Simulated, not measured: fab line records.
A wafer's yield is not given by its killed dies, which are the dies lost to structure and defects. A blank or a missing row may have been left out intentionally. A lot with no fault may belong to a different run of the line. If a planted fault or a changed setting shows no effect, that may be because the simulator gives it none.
A lot that was struck, set against a sound lot / flow sky130 / 43 out of 708 route steps
Sound: wafers L399.3, L399.4, L399.5. Struck: wafer L406.5 (L406.1, L406.3, from the same lot, were not struck and are left out); the cause is given at the end.
Order at every step that has rows: each side's tool, ch and its chambers, its first start. Under that, the readings that differ: sound wafers / struck wafers / difference of the means / sigmas: that difference in standard deviations of wafers without a fault.
alike: a reading whose means differ by less than 2 such deviations, as well as words and numbers matching on both sides. not compared: withheld readings; readings where some wafer has no value; bounds like >300 that might hide an equal value; numbers whose values overlap and for which the record gives no deviation.
The two part at a step that has a row with sigmas, a row that says differs or no value, or rows on one side only. Numbers that have no deviation but don't overlap get no sigmas and don't part them. Lack of a reading on every wafer of one side parts them only where that side has two or more wafers.

SKY_VT_ADJUST_LVTN_STRIP_20: strips in O2/N2.
  sound on plasma_asher-03 ch 0,1, day 8 09:53; struck on plasma_asher-03 ch 1, day 10 07:08
  alike: drypump_motor_current_A, oes_product_au, strip_time_to_endpoint_s
  not compared: rf_hours_counter_h
SKY_VT_ADJUST_LVTN_TW_MEAS_21:
  sound on film_metro-04 at day 8 09:58; struck on film_metro-04 at day 10 07:14
  alike: VT_ADJUST_LVTN_2_TW
then, 7 steps without rows for these wafers: SKY_VT_ADJUST_NCORE_DEHYDRATE_00 (time 60 s); SKY_VT_ADJUST_NCORE_HMDS_01 (prime time 60 s); SKY_VT_ADJUST_NCORE_COAT_02 (resist thk 1140 nm); SKY_VT_ADJUST_NCORE_SOFTBAKE_03 (time 60 s); SKY_VT_ADJUST_NCORE_EXPOSE_04 (exposes mask LVTN COMPLEMENT THIN, target cd 380 nm); SKY_VT_ADJUST_NCORE_PEB_05; SKY_VT_ADJUST_NCORE_DEVELOP_06 (develop time 60 s).
SKY_VT_ADJUST_NCORE_CD_MEAS_07 targets a cd of 380 nm.
  sound on cd_sem-01 at day 9 05:43; struck on cd_sem-01 at day 11 05:41
  alike: cd_nm
SKY_VT_ADJUST_NCORE_OVL_MEAS_08:
  sound on overlay-02 at day 9 05:48; struck on overlay-02 at day 11 05:49
  alike: VT_ADJUST_NCORE_OVL
following that, these wafers have no rows for 1 step: SKY_VT_ADJUST_NCORE_IMPLANT_09.
SKY_VT_ADJUST_NCORE_STRIP_10: strips in O2/N2.
  sound on plasma_asher-03 ch 0,1, day 9 06:01; struck on plasma_asher-01 ch 1, day 11 06:00
  alike: drypump_motor_current_A, oes_product_au, strip_time_to_endpoint_s
  not compared: rf_hours_counter_h
SKY_VT_ADJUST_NCORE_TW_MEAS_11:
  sound on film_metro-01 at day 9 06:05; struck on film_metro-01 at day 11 06:06
  alike: VT_ADJUST_NCORE_TW
then, 7 steps without rows for these wafers: SKY_VT_ADJUST_HVTR_DEHYDRATE_00 (time 60 s); SKY_VT_ADJUST_HVTR_HMDS_01 (prime time 60 s); SKY_VT_ADJUST_HVTR_COAT_02 (resist thk 1140 nm); SKY_VT_ADJUST_HVTR_SOFTBAKE_03 (time 60 s); SKY_VT_ADJUST_HVTR_EXPOSE_04 (exposes mask HVTRM, target cd 380 nm); SKY_VT_ADJUST_HVTR_PEB_05; SKY_VT_ADJUST_HVTR_DEVELOP_06 (develop time 60 s).
SKY_VT_ADJUST_HVTR_CD_MEAS_07 targets a cd of 380 nm.
  sound on cd_sem-01 at day 10 02:55; struck on cd_sem-02 at day 12 06:22
  alike: cd_nm
SKY_VT_ADJUST_HVTR_OVL_MEAS_08:
  sound on overlay-02 at day 10 03:00; struck on overlay-02 at day 12 06:29
  alike: VT_ADJUST_HVTR_OVL
following that, these wafers have no rows for 1 step: SKY_VT_ADJUST_HVTR_IMPLANT_09.
SKY_VT_ADJUST_HVTR_STRIP_10: strips in O2/N2.
  sound on plasma_asher-04 ch 0,1, day 10 03:13; struck on plasma_asher-01 ch 0, day 12 06:40
reading=drypump_motor_current_A (A); sound=5.4 5.3 5.4; struck=6.7; difference=+1.3; sigmas=+3
reading=oes_product_au (a.u.); sound=0.712 0.713 0.720; struck=0.735; difference=+0.020; sigmas=+4
  alike: strip_time_to_endpoint_s
  not compared: rf_hours_counter_h
SKY_VT_ADJUST_HVTR_TW_MEAS_11:
  sound on film_metro-02 at day 10 03:17; struck on film_metro-04 at day 12 06:46
  alike: VT_ADJUST_HVTR_TW
then, 7 steps without rows for these wafers: SKY_VT_ADJUST_PCH_DEHYDRATE_00 (time 60 s); SKY_VT_ADJUST_PCH_HMDS_01 (prime time 60 s); SKY_VT_ADJUST_PCH_COAT_02 (resist thk 3000 nm); SKY_VT_ADJUST_PCH_SOFTBAKE_03; SKY_VT_ADJUST_PCH_EXPOSE_04 (exposes mask NWM, target cd 840 nm); SKY_VT_ADJUST_PCH_PEB_05; SKY_VT_ADJUST_PCH_DEVELOP_06 (develop time 60 s).
SKY_VT_ADJUST_PCH_OVL_MEAS_07:
  sound on overlay-01 at day 11 01:14; struck on overlay-02 at day 13 07:07
  alike: VT_ADJUST_PCH_OVL
following that, these wafers have no rows for 1 step: SKY_VT_ADJUST_PCH_IMPLANT_08.
SKY_VT_ADJUST_PCH_STRIP_09: strips in O2/N2.
  sound on plasma_asher-01 ch 0,1, day 11 01:26; struck on plasma_asher-01 ch 1, day 13 07:18
  alike: drypump_motor_current_A, oes_product_au, strip_time_to_endpoint_s
  not compared: rf_hours_counter_h
SKY_VT_ADJUST_PCH_TW_MEAS_10:
  sound on film_metro-04 at day 11 01:31; struck on film_metro-03 at day 13 07:24
reading=VT_ADJUST_PCH_TW; sound=143.6 143.6 143.8; struck=140.1; difference=-3.6; sigmas=-2
then, 5 steps without rows for these wafers: SKY_SONOS_TUNNEL_DEHYDRATE_00 (time 60 s); SKY_SONOS_TUNNEL_HMDS_01 (prime time 60 s); SKY_SONOS_TUNNEL_COAT_02 (resist thk 1140 nm); SKY_SONOS_TUNNEL_SOFTBAKE_03 (time 60 s); SKY_SONOS_TUNNEL_EXPOSE_04 (exposes mask TUNM, target cd 410 nm).
-- the record jumps here: 35 days lie between the struck wafers' starts before and after (it left off in module SONOS_TUNNEL and takes up again in module PAD_OPEN, whose first step shown is number 708 of the route) --
SKY_PAD_OPEN_PROBE_99:
  sound on prober-02 at day 46 09:05; struck on prober-01 at day 48 01:26
reading=killed_at_front_end; sound=12 9 13; struck=79; difference=+68; sigmas=+17
reading=killed_dies; sound=86 67 92; struck=139; difference=+57; sigmas=+6
reading=killed_short; sound=36 33 41; struck=23; difference=-14; sigmas=-2
  alike: killed_at_M0_to_M3, killed_at_M4_up, killed_at_contacts, killed_at_other, killed_open

== WHERE THEY PART ==
First at SKY_VT_ADJUST_HVTR_STRIP_10; last, within this record, at SKY_PAD_OPEN_PROBE_99.

WHY: the cause the simulator had injected
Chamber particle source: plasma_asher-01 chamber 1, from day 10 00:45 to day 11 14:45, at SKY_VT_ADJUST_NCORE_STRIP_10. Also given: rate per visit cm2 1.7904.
